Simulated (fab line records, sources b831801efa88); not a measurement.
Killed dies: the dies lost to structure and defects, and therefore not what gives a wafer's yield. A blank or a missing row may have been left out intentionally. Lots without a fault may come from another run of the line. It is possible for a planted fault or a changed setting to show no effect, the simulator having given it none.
fab line records	flow sky130
record: lots: 7	wafers: 18	last_day: 49
route steps=708 shown LI_CONTACT@375 LOCAL_INTERCONNECT@387
lots that met no fault: taken from a fault-free run of the same line
start_h: start of the lot's first displayed wafer, in hours after the record's first day	wait_h: time in hours since the lot's previous step	" as in the row above	L1.1+2: several wafers, shown together as one row	- no value present, or no start provided	* or withheld: withheld	< > ~ a bound
route shown NAME@n: NAME is a module with steps in the file, n the number in the route of the first one	usual: mean and standard deviation over wafers with no fault	same: alike in all rows	chamber/n: place in a boat	sites: per-site readings	_std_site: standard deviation across them	_edge_site: outer sites' mean less inner sites'	radius_mm: for every site, how far away it sits from the centre of the wafer	mask NAME#n: copy n	behind: the tool/chamber that last shaped the wafer	hold: why the lot was held/for how many hours/how that ended	device: the n, p or np transistor that did not switch	end of line: at the end of the route, the tests of the same wafers	a step with no rows: only its recipe	killed: dies lost to structure and defects at the first sort, not the wafer's yield	map: a wafer's dies, marking killed ones x, the rest . and places with no die _
set.NAME: the run value of the setting; set.NAME@STEP: its run value at that earlier step	model.NAME: the simulator's own value behind a step, which no gauge read
a table for each step, a row for each wafer; lots at some steps of the route
services: from which hour (start_h, from the record's first day; less than 0 if before it) a tool's chamber was out of use, for how many hours, and why
== steps ==
step: SKY_LI_CONTACT_OVL_MEAS_13
usual: LI_CONTACT_OVL: -4/5.7
lot.wafer	tool	chamber	start_h	wait_h	LI_CONTACT_OVL[nm]
L600.2	overlay-02	-	674.58	0.1	-7
L600.3	"	-	"	"	-4
L600.5	"	-	"	"	2
L605.1	overlay-01	-	717.33	0.1	-7
L605.4	"	-	"	"	-5
L605.5	"	-	"	"	-6
L607.1	overlay-01	-	734.93	0.1	10
L607.2	"	-	"	"	12
L607.6	"	-	"	"	3
L611.1	overlay-02	-	767.19	0.1	-7
L611.3	"	-	"	"	-11
L611.6	"	-	"	"	-8
L615.4	overlay-02	-	799.53	0.1	-6
L615.6	"	-	"	"	-7
L617.3	overlay-02	-	816.84	0.1	-4
L617.4	"	-	"	"	-8
L618.5	overlay-02	-	822.30	0.0	-9
L618.6	"	-	"	"	-4
step: SKY_LI_CONTACT_ETCH_14
recipe: chemistry: N2/H2	target: BARC	ion_energy_ev: 200	source_w: 500	bias_w: 100	pressure_mtorr: 30	n2_flow_sccm: 100	h2_flow_sccm: 200	stop_on: SiO2	time_s: 45.9	target_depth_a: 600
usual: drypump_motor_current_A: 5.7/0.48	oes_product_au: 0.854/0.0048	throttle_valve_pct: 13.228/0.0088
same: time_s: 45.9
lot.wafer	tool	chamber	start_h	wait_h	drypump_motor_current_A	oes_product_au	rf_hours_counter_h	throttle_valve_pct
L600.2	rie_diel-01	1	674.61	0.0	5.9	0.848	17	13.213
L600.3	"	3	"	"	5.0	0.858	7	13.231
L600.5	"	3	"	"	4.9	0.852	-	13.212
L605.1	rie_diel-03	0	717.36	0.0	6.1	0.857	3	13.227
L605.4	"	3	"	"	5.5	0.853	19	13.235
L605.5	"	2	"	"	5.5	0.848	-	13.223
L607.1	rie_diel-01	1	734.96	0.0	5.9	0.850	19	13.217
L607.2	"	3	"	"	4.9	0.851	9	13.241
L607.6	"	3	"	"	4.9	0.856	-	13.249
L611.1	rie_diel-04	0	767.22	0.0	5.0	0.855	8	13.222
L611.3	"	2	"	"	6.0	0.843	3	13.240
L611.6	"	1	"	"	5.9	0.851	-	13.231
L615.4	rie_diel-04	3	799.55	0.0	5.8	0.853	1	13.233
L615.6	"	1	"	"	5.9	0.857	-	13.238
L617.3	rie_diel-04	1	816.86	0.0	5.9	0.851	16	13.223
L617.4	"	2	"	"	6.0	0.849	5	13.227
L618.5	rie_diel-04	2	822.34	0.0	6.0	0.864	-	13.220
L618.6	"	1	"	"	5.9	0.852	-	13.230
step: SKY_LI_CONTACT_ETCH_15
recipe: target: PSG	chemistry: C4F8/O2/Ar	stop_on: Si	taper_deg: 4.15	mask_material: KrF-thick	source_w: 1500	bias_w: 1200	pressure_mtorr: 40	c4f8_flow_sccm: withheld	O2_flow_sccm: 6	Ar_flow_sccm: 300	time_s: withheld	target_depth_a: 6000
usual: oes_product_au: 0.837/0.0045
lot.wafer	tool	chamber	start_h	wait_h	oes_product_au
L600.2	rie_diel-01	1	674.66	0.0	0.835
L600.3	"	3	"	"	0.837
L600.5	"	3	"	"	0.840
L605.1	rie_diel-03	0	717.41	0.0	0.840
L605.4	"	3	"	"	0.832
L605.5	"	2	"	"	0.841
L607.1	rie_diel-01	1	735.01	0.0	0.834
L607.2	"	3	"	"	0.839
L607.6	"	3	"	"	0.837
L611.1	rie_diel-04	0	767.27	0.0	0.840
L611.3	"	2	"	"	0.841
L611.6	"	1	"	"	0.840
L615.4	rie_diel-04	3	799.59	0.0	0.835
L615.6	"	1	"	"	0.843
L617.3	rie_diel-04	1	816.91	0.0	0.834
L617.4	"	2	"	"	0.839
L618.5	rie_diel-04	2	822.40	0.0	0.841
L618.6	"	1	"	"	0.833
step: SKY_LI_CONTACT_STRIP_16
recipe: chemistry: O2/N2	power_w: 1400	pressure_mtorr: 1500	platen_temp_c: withheld	o2_flow_sccm: 3000	n2_flow_sccm: 300	overash_fraction: 0.5
step: SKY_LI_CONTACT_CLEAN_17
recipe: chemistry: NMP	time_s: 600	temp_c: 60	dry: n2_spin
step: SKY_LI_CONTACT_PRE_CLEAN_18
recipe: gas: Ar	time_s: 5.6	bias_v: 358
step: SKY_LI_CONTACT_SPUTTER_19
recipe: material: Ti	target_thk_nm: 20	chamber_pressure_pa: 5	power_w: 2500	substrate_temp_c: 200	time_s: 106.37
step: SKY_LI_CONTACT_SPUTTER_20
recipe: material: TiN	target_thk_nm: 20	chamber_pressure_pa: 5	power_w: 4000	time_s: 80
usual: chamber_pressure_pa: 5.000/0.011	throttle_valve_pct: 30.4/1.4
same: time_s: 80
lot.wafer	tool	chamber	start_h	wait_h	chamber_pressure_pa	throttle_valve_pct
L600.2	pvd_sputter-01	-	675.13	0.0	4.989	29.0
L600.3	"	-	"	"	4.992	30.8
L600.5	"	-	"	"	4.998	29.0
L605.1	pvd_sputter-01	-	717.86	0.0	4.982	28.9
L605.4	"	-	"	"	5.009	28.5
L605.5	"	-	"	"	5.003	29.0
L607.1	pvd_sputter-01	-	735.46	0.0	5.012	29.5
L607.2	"	-	"	"	4.994	28.4
L607.6	"	-	"	"	4.990	28.8
L611.1	pvd_sputter-03	-	767.72	0.0	4.992	31.7
L611.3	"	-	"	"	5.015	30.8
L611.6	"	-	"	"	5.006	29.7
L615.4	pvd_sputter-04	-	800.05	0.0	4.996	29.4
L615.6	"	-	"	"	5.004	33.3
L617.3	pvd_sputter-04	-	817.36	0.0	4.984	29.5
L617.4	"	-	"	"	5.010	29.2
L618.5	pvd_sputter-03	-	822.84	0.0	4.995	30.9
L618.6	"	-	"	"	5.011	31.4
step: SKY_LI_CONTACT_CVD_21
recipe: material: W	target_thk_nm: 400	time_s: 120.56	temp_c: 400	pressure_torr: 40
usual: heater_power_w: 798/75
same: time_s: 120.56
lot.wafer	tool	chamber	start_h	wait_h	heater_power_w
L600.2	cvd_w-01	1	675.19	0.0	798
L600.3	"	1	"	"	761
L600.5	"	0	"	"	684
L605.1	cvd_w-02	0	717.92	0.0	842
L605.4	"	0	"	"	864
L605.5	"	1	"	"	860
L607.1	cvd_w-01	1	735.52	0.0	791
L607.2	"	0	"	"	670
L607.6	"	0	"	"	684
L611.1	cvd_w-01	0	767.78	0.0	715
L611.3	"	0	"	"	689
L611.6	"	0	"	"	680
L615.4	cvd_w-01	1	800.15	0.1	793
L615.6	"	1	"	"	807
L617.3	cvd_w-02	1	817.47	0.1	848
L617.4	"	0	"	"	859
L618.5	cvd_w-02	1	822.96	0.1	867
L618.6	"	0	"	"	867
step: SKY_LI_CONTACT_RS_MEAS_22
recipe: thk_meas_gauge: four-point-probe	reads: W_of_LI_CONTACT_CVD_21+TiN_of_LI_CONTACT_SPUTTER_20+Ti_of_LI_CONTACT_SPUTTER_19
usual: LI_CONTACT_W_RS: 0.2846/0.0027
lot.wafer	tool	chamber	start_h	wait_h	LI_CONTACT_W_RS[ohm/sq]
L600.2	film_metro-02	-	675.34	0.1	0.2875
L600.3	"	-	"	"	0.2901
L600.5	"	-	"	"	0.2819
L605.1	film_metro-02	-	718.05	0.1	0.2867
L605.4	"	-	"	"	0.2801
L605.5	"	-	"	"	0.2855
L607.1	film_metro-03	-	735.65	0.1	0.2790
L607.2	"	-	"	"	0.2837
L607.6	"	-	"	"	0.2839
L611.1	film_metro-04	-	767.91	0.1	0.2827
L611.3	"	-	"	"	0.2805
L611.6	"	-	"	"	0.2829
L615.4	film_metro-03	-	800.29	0.1	0.2869
L615.6	"	-	"	"	0.2839
L617.3	film_metro-03	-	817.59	0.1	0.2867
L617.4	"	-	"	"	0.2820
L618.5	film_metro-03	-	823.08	0.1	0.2866
L618.6	"	-	"	"	0.2857
step: SKY_LI_CONTACT_THK_MEAS_23
recipe: thk_meas_gauge: xrf	reads: W_of_LI_CONTACT_CVD_21
usual: LI_CONTACT_W_THK: 400/4.7
lot.wafer	tool	chamber	start_h	wait_h	LI_CONTACT_W_THK[nm]
L600.2	film_metro-02	-	675.45	0.1	399
L600.3	"	-	"	"	391
L600.5	"	-	"	"	401
L605.1	film_metro-02	-	718.17	0.1	400
L605.4	"	-	"	"	407
L605.5	"	-	"	"	403
L607.1	film_metro-03	-	735.77	0.1	410
L607.2	"	-	"	"	399
L607.6	"	-	"	"	401
L611.1	film_metro-04	-	768.03	0.1	404
L611.3	"	-	"	"	406
L611.6	"	-	"	"	405
L615.4	film_metro-03	-	800.38	0.1	398
L615.6	"	-	"	"	400
L617.3	film_metro-03	-	817.69	0.1	397
L617.4	"	-	"	"	403
L618.5	film_metro-03	-	823.16	0.1	395
L618.6	"	-	"	"	395
step: SKY_LI_CONTACT_CMP_24
recipe: stop_on: PSG	t_overpolish_s: 20	down_force_psi: 3.5	platen_rpm: 60	target_thk_nm: 0	pad_velocity_m_s: 0.94248
step: SKY_LOCAL_INTERCONNECT_SPUTTER_00
recipe: material: TiN	target_thk_nm: 100	temp_c: 300	power_w: 6500	time_s: 83.3	chamber_pressure_pa: 0.4
usual: chamber_pressure_pa: 0.4000/0.00079	throttle_valve_pct: 30.7/1.2
lot.wafer	tool	chamber	start_h	wait_h	chamber_pressure_pa	throttle_valve_pct	model.TiN_of_LOCAL_INTERCONNECT_SPUTTER_00.thk_nm
L600.2	pvd_sputter-04	-	675.80	0.2	0.3994	31.8	99.25
L600.3	"	-	"	"	0.3997	29.2	99.22
L600.5	"	-	"	"	0.4010	33.1	99.38
L605.1	pvd_sputter-02	-	718.53	0.1	0.3995	31.7	101.3
L605.4	"	-	"	"	0.3997	31.1	101
L605.5	"	-	"	"	0.3997	30.7	101.7
L607.1	pvd_sputter-02	-	736.13	0.1	0.3994	29.5	99.07
L607.2	"	-	"	"	0.4005	30.9	101.1
L607.6	"	-	"	"	0.3993	30.9	100.3
L611.1	pvd_sputter-02	-	768.43	0.2	0.4003	29.2	102.2
L611.3	"	-	"	"	0.4013	30.7	103.6
L611.6	"	-	"	"	0.4002	31.1	102.5
L615.4	pvd_sputter-02	-	800.71	0.2	0.3995	30.8	98.45
L615.6	"	-	"	"	0.4004	31.5	96.25
L617.3	pvd_sputter-02	-	818.03	0.2	0.3994	31.0	102
L617.4	"	-	"	"	0.3987	30.8	98.49
L618.5	pvd_sputter-02	-	823.51	0.0	0.4009	30.9	100.3
L618.6	"	-	"	"	0.4000	31.7	97.15
step: SKY_LOCAL_INTERCONNECT_RS_MEAS_01
recipe: thk_meas_gauge: four-point-probe	reads: TiN_of_LOCAL_INTERCONNECT_SPUTTER_00
usual: LOCAL_INTERCONNECT_TIN_RS: 14.18/0.17
lot.wafer	tool	chamber	start_h	wait_h	LOCAL_INTERCONNECT_TIN_RS[ohm/sq]
L600.2	film_metro-01	-	675.88	0.1	14.28
L600.3	"	-	"	"	14.31
L600.5	"	-	"	"	14.28
L605.1	film_metro-02	-	718.59	0.0	13.93
L605.4	"	-	"	"	13.98
L605.5	"	-	"	"	13.89
L607.1	film_metro-03	-	736.19	0.0	14.33
L607.2	"	-	"	"	13.98
L607.6	"	-	"	"	14.15
L611.1	film_metro-03	-	768.49	0.0	13.83
L611.3	"	-	"	"	13.64
L611.6	"	-	"	"	13.79
L615.4	film_metro-01	-	800.84	0.1	14.39
L615.6	"	-	"	"	14.74
L617.3	film_metro-01	-	818.13	0.1	13.88
L617.4	"	-	"	"	14.42
L618.5	film_metro-01	-	823.62	0.1	14.14
L618.6	"	-	"	"	14.61
step: SKY_LOCAL_INTERCONNECT_THK_MEAS_02
recipe: thk_meas_gauge: xrf	reads: TiN_of_LOCAL_INTERCONNECT_SPUTTER_00
usual: LOCAL_INTERCONNECT_TIN_THK: 98.5/1.1
lot.wafer	tool	chamber	start_h	wait_h	LOCAL_INTERCONNECT_TIN_THK[nm]
L600.2	film_metro-01	-	675.99	0.1	97.6
L600.3	"	-	"	"	97.8
L600.5	"	-	"	"	98.1
L605.1	film_metro-02	-	718.71	0.1	100.0
L605.4	"	-	"	"	100.4
L605.5	"	-	"	"	100.4
L607.1	film_metro-03	-	736.31	0.1	97.8
L607.2	"	-	"	"	99.5
L607.6	"	-	"	"	98.6
L611.1	film_metro-03	-	768.61	0.1	99.8
L611.3	"	-	"	"	101.2
L611.6	"	-	"	"	100.9
L615.4	film_metro-01	-	800.93	0.1	97.1
L615.6	"	-	"	"	95.1
L617.3	film_metro-01	-	818.23	0.1	101.0
L617.4	"	-	"	"	97.2
L618.5	film_metro-01	-	823.70	0.1	98.9
L618.6	"	-	"	"	96.0
step: SKY_LOCAL_INTERCONNECT_DEHYDRATE_03
recipe: temp_c: 200	time_s: 60
step: SKY_LOCAL_INTERCONNECT_HMDS_04
recipe: prime_time_s: 60	prime_temp_c: 120
step: SKY_LOCAL_INTERCONNECT_COAT_05
recipe: resist: BARC	temp_c: withheld	time_s: withheld	spin_rpm: 3000	resist_thk_nm: 60
step: SKY_LOCAL_INTERCONNECT_COAT_06
recipe: resist: KrF-thick	spin_rpm: 3000	resist_thk_nm: 450
step: SKY_LOCAL_INTERCONNECT_SOFTBAKE_07
recipe: temp_c: 100	time_s: 90	resist: KrF-thick
step: SKY_LOCAL_INTERCONNECT_EXPOSE_08
recipe: mask_id: LI1M	na: 0.8	source_shape: annular	sigma_inner: 0.55	sigma_outer: 0.85	target_cd_nm: 170	dose_mj: 28
step: SKY_LOCAL_INTERCONNECT_PEB_09
recipe: peb_temp_c: withheld	peb_time_s: withheld	resist: KrF-thick
step: SKY_LOCAL_INTERCONNECT_DEVELOP_10
recipe: develop_time_s: 60	resist: KrF-thick	dev_temp_c: 21
step: SKY_LOCAL_INTERCONNECT_CD_MEAS_11
recipe: target_cd_nm: 170
usual: cd_nm: 169.5/1.5
lot.wafer	tool	chamber	start_h	wait_h	cd_nm
L600.2	cd_sem-01	-	703.83	-	170.2
L600.3	"	-	"	"	168.6
L600.5	"	-	"	"	169.4
L605.1	cd_sem-02	-	746.36	-	170.6
L605.4	"	-	"	"	171.0
L605.5	"	-	"	"	171.4
L607.1	cd_sem-01	-	762.99	-	170.0
L607.2	"	-	"	"	169.8
L607.6	"	-	"	"	170.0
L611.1	cd_sem-01	-	795.30	-	164.9
L611.3	"	-	"	"	166.0
L611.6	"	-	"	"	166.9
L615.4	cd_sem-01	-	826.76	-	171.6
L615.6	"	-	"	"	170.8
L617.3	cd_sem-02	-	844.88	-	171.8
L617.4	"	-	"	"	171.6
L618.5	cd_sem-02	-	849.89	-	169.8
L618.6	"	-	"	"	168.9
step: SKY_LOCAL_INTERCONNECT_OVL_MEAS_12
usual: LOCAL_INTERCONNECT_OVL: 7/6.3
lot.wafer	tool	chamber	start_h	wait_h	LOCAL_INTERCONNECT_OVL[nm]
L600.2	overlay-02	-	703.93	0.1	17
L600.3	"	-	"	"	20
L600.5	"	-	"	"	21
L605.1	overlay-01	-	746.48	0.1	6
L605.4	"	-	"	"	10
L605.5	"	-	"	"	11
L607.1	overlay-02	-	763.11	0.1	-3
L607.2	"	-	"	"	2
L607.6	"	-	"	"	6
L611.1	overlay-02	-	795.42	0.1	2
L611.3	"	-	"	"	3
L611.6	"	-	"	"	-2
L615.4	overlay-01	-	826.83	0.1	11
L615.6	"	-	"	"	9
L617.3	overlay-01	-	844.97	0.1	7
L617.4	"	-	"	"	12
L618.5	overlay-01	-	849.95	0.0	5
L618.6	"	-	"	"	11
step: SKY_LOCAL_INTERCONNECT_ETCH_13
recipe: chemistry: N2/H2	target: BARC	ion_energy_ev: 200	bias_w: 100	pressure_mtorr: 30	n2_flow_sccm: 100	h2_flow_sccm: 200	icp_w: 500	stop_on: SiO2	time_s: 45.9	target_depth_a: 600
usual: drypump_motor_current_A: 5.85/0.24	oes_product_au: 0.854/0.0049	throttle_valve_pct: 13.224/0.0092
same: time_s: 45.9
lot.wafer	tool	chamber	start_h	wait_h	drypump_motor_current_A	oes_product_au	rf_hours_counter_h	throttle_valve_pct
L600.2	rie_metal-02	1	703.96	0.0	6.15	0.852	12	13.227
L600.3	"	1	"	"	6.14	0.852	-	13.218
L600.5	"	1	"	"	6.17	0.855	-	13.225
L605.1	rie_metal-02	0	746.51	0.0	5.64	0.860	10	13.218
L605.4	"	1	"	"	6.17	0.854	-	13.213
L605.5	"	1	"	"	6.18	0.858	-	13.222
L607.1	rie_metal-04	0	763.15	0.0	6.13	0.853	13	13.236
L607.2	"	1	"	"	5.68	0.855	4	13.223
L607.6	"	0	"	"	6.13	0.849	-	13.218
L611.1	rie_metal-04	1	795.45	0.0	5.68	0.856	5	13.242
L611.3	"	0	"	"	6.13	0.860	-	13.235
L611.6	"	1	"	"	5.69	0.859	-	13.207
L615.4	rie_metal-04	0	826.87	0.0	6.11	0.856	-	13.222
L615.6	"	1	"	"	5.68	0.848	-	13.219
L617.3	rie_metal-04	0	845.02	0.0	6.14	0.846	-	13.222
L617.4	"	1	"	"	5.68	0.861	-	13.208
L618.5	rie_metal-04	0	850.01	0.0	6.13	0.847	-	13.206
L618.6	"	1	"	"	5.67	0.850	-	13.241
step: SKY_LOCAL_INTERCONNECT_METAL_ETCH_14
recipe: target_depth_nm: 110	stop_on: PSG	chemistry: Cl2/BCl3	target: TiN	resist_sidewall_deg: 88	pressure_mtorr: 10	icp_w: 900	bias_w: 48.5	Cl2_flow_sccm: 60	bcl3_flow_sccm: 30	time_s: 31.4
usual: bcl3_flow_sccm: 30.02/0.086	drypump_motor_current_A: 5.84/0.24	oes_product_au: 0.941/0.0085	throttle_valve_pct: 21.901/0.0097
same: time_s: 31.4
lot.wafer	tool	chamber	start_h	wait_h	bcl3_flow_sccm	drypump_motor_current_A	oes_product_au	rf_hours_counter_h	throttle_valve_pct	model.etch.depth_nm	model.LOCAL_INTERCONNECT.feature_depth_nm
L600.2	rie_metal-02	1	704.03	0.0	30.03	6.14	0.935	12	21.898	99.25	99.25
L600.3	"	1	"	"	30.03	6.14	0.935	-	21.915	99.22	99.22
L600.5	"	1	"	"	29.95	6.17	0.946	-	21.908	99.38	99.38
L605.1	rie_metal-02	0	746.58	0.0	30.11	5.61	0.952	10	21.887	101.3	101.3
L605.4	"	1	"	"	29.93	6.13	0.950	-	21.897	101	101
L605.5	"	1	"	"	30.11	6.14	0.956	-	21.890	101.7	101.7
L607.1	rie_metal-04	0	763.21	0.0	30.00	6.11	0.932	13	21.894	99.07	99.07
L607.2	"	1	"	"	29.96	5.68	0.948	4	21.893	101.1	101.1
L607.6	"	0	"	"	30.04	6.11	0.937	-	21.888	100.3	100.3
L611.1	rie_metal-04	1	795.52	0.0	30.01	5.68	0.955	5	21.890	102.2	102.2
L611.3	"	0	"	"	29.95	6.12	0.965	-	21.896	103.6	103.6
L611.6	"	1	"	"	30.10	5.67	0.949	-	21.887	102.5	102.5
L615.4	rie_metal-04	0	826.93	0.0	29.84	6.12	0.934	-	21.898	98.45	98.45
L615.6	"	1	"	"	30.03	5.68	0.918	-	21.906	96.25	96.25
L617.3	rie_metal-04	0	845.08	0.0	29.99	6.13	0.953	-	21.879	102	102
L617.4	"	1	"	"	30.13	5.67	0.939	-	21.901	98.49	98.49
L618.5	rie_metal-04	0	850.06	0.0	29.90	6.11	0.939	-	21.903	100.3	100.3
L618.6	"	1	"	"	30.11	5.69	0.926	-	21.917	97.15	97.15
step: SKY_LOCAL_INTERCONNECT_STRIP_15
recipe: chemistry: O2/N2	power_w: 1400	pressure_mtorr: 1500	platen_temp_c: withheld	o2_flow_sccm: 3000	n2_flow_sccm: 300	overash_fraction: 0.5
step: SKY_LOCAL_INTERCONNECT_STRIP_16
recipe: chemistry: post_etch_residue_remover	time_s: 1200	temp_c: 72.5
same: time_s: 1200
lot.wafer	tool	chamber	start_h	wait_h	model.TiN_of_LOCAL_INTERCONNECT_SPUTTER_00.thk_nm
L600.2	wet_bench-02	3	704.18	0.1	98.83
L600.3	"	3	"	"	98.79
L600.5	"	3	"	"	98.96
L605.1	wet_bench-03	2	746.73	0.1	100.9
L605.4	"	2	"	"	100.6
L605.5	"	2	"	"	101.3
L607.1	wet_bench-03	2	763.36	0.1	98.66
L607.2	"	2	"	"	100.7
L607.6	"	2	"	"	99.9
L611.1	wet_bench-02	0	795.67	0.1	101.8
L611.3	"	0	"	"	103.1
L611.6	"	0	"	"	102.1
L615.4	wet_bench-04	3	827.07	0.0	98.04
L615.6	"	3	"	"	95.83
L617.3	wet_bench-03	0	845.21	0.0	101.6
L617.4	"	0	"	"	98.07
L618.5	wet_bench-02	0	850.18	0.0	99.83
L618.6	"	0	"	"	96.72
step: SKY_LOCAL_INTERCONNECT_CLEAN_17
recipe: chemistry: IPA	time_s: 180	temp_c: 25
== services ==
tool	chamber	start_h	hours	kind
rie_diel-04	2	650.75	1.4	repair
rie_metal-04	0	668.32	3.8	repair
pvd_sputter-02	-	680.50	2.8	repair
rie_diel-01	2	696.69	9.1	repair
rie_diel-01	1	698.34	2.0	repair
pvd_sputter-02	-	704.05	7.3	repair
cvd_w-01	-	726.75	3.4	repair
rie_diel-04	1	737.34	2.4	repair
pvd_sputter-02	-	741.28	1.3	repair
cvd_w-01	0	743.82	3.3	repair
rie_diel-01	0	748.85	11.4	repair
rie_diel-01	2	751.81	3.0	repair
pvd_sputter-02	-	755.28	5.0	repair
rie_metal-04	-	757.61	1.4	pm
rie_diel-01	2	762.22	52.3	repair
rie_diel-01	3	772.81	12.5	repair
cvd_w-01	-	775.39	1.0	repair
rie_diel-01	0	775.66	3.3	repair
pvd_sputter-02	-	775.77	2.7	repair
rie_diel-01	0	798.87	4.5	repair
rie_metal-02	-	806.47	1.4	pm
rie_diel-01	1	807.07	13.0	repair
rie_metal-04	1	808.43	12.1	repair
rie_diel-04	0	837.38	3.6	repair
== key ==
first_sign: step: SKY_LOCAL_INTERCONNECT_RS_MEAS_01	reading: LOCAL_INTERCONNECT_TIN_RS	direction: up	sigmas: 2.1	usual: 14.18	struck: 14.54
effect: step: SKY_LOCAL_INTERCONNECT_THK_MEAS_02	reading: LOCAL_INTERCONNECT_TIN_THK	direction: down	sigmas: 2	usual: 98.5	struck: 96.3
model_effect: step: SKY_LOCAL_INTERCONNECT_SPUTTER_00	value: TiN_of_LOCAL_INTERCONNECT_SPUTTER_00.thk_nm	without: 99.36	struck: 97.58
model_effect: step: SKY_LOCAL_INTERCONNECT_METAL_ETCH_14	value: etch.depth_nm	without: 99.36	struck: 97.58
model_effect: step: SKY_LOCAL_INTERCONNECT_STRIP_16	value: TiN_of_LOCAL_INTERCONNECT_SPUTTER_00.thk_nm	without: 98.95	struck: 97.17
met_at SKY_LOCAL_INTERCONNECT_SPUTTER_00
struck_wafers L615.4,L615.6,L617.4,L618.6
tester_left_out L615,L617,L618
onset_between 768.43 800.71
fault: kind: process_parameter_drift	tool: pvd_sputter-02	chamber: -	onset_h: 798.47	steps: SKY_LOCAL_INTERCONNECT_SPUTTER_00	channel: target_thk_nm	offset: -1.7797	shape: step	end_h: 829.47	scope: struck_wafers_only	acts_in: these_recipes_only	stated: 100
tester_left_out: of these lots the tester's yield and bins aren't shown, on N5 and GAA mostly nor the transistor test; their killed dies are dies lost to structure and defects alone, not to doping, threshold or leakage, so they don't give the yield
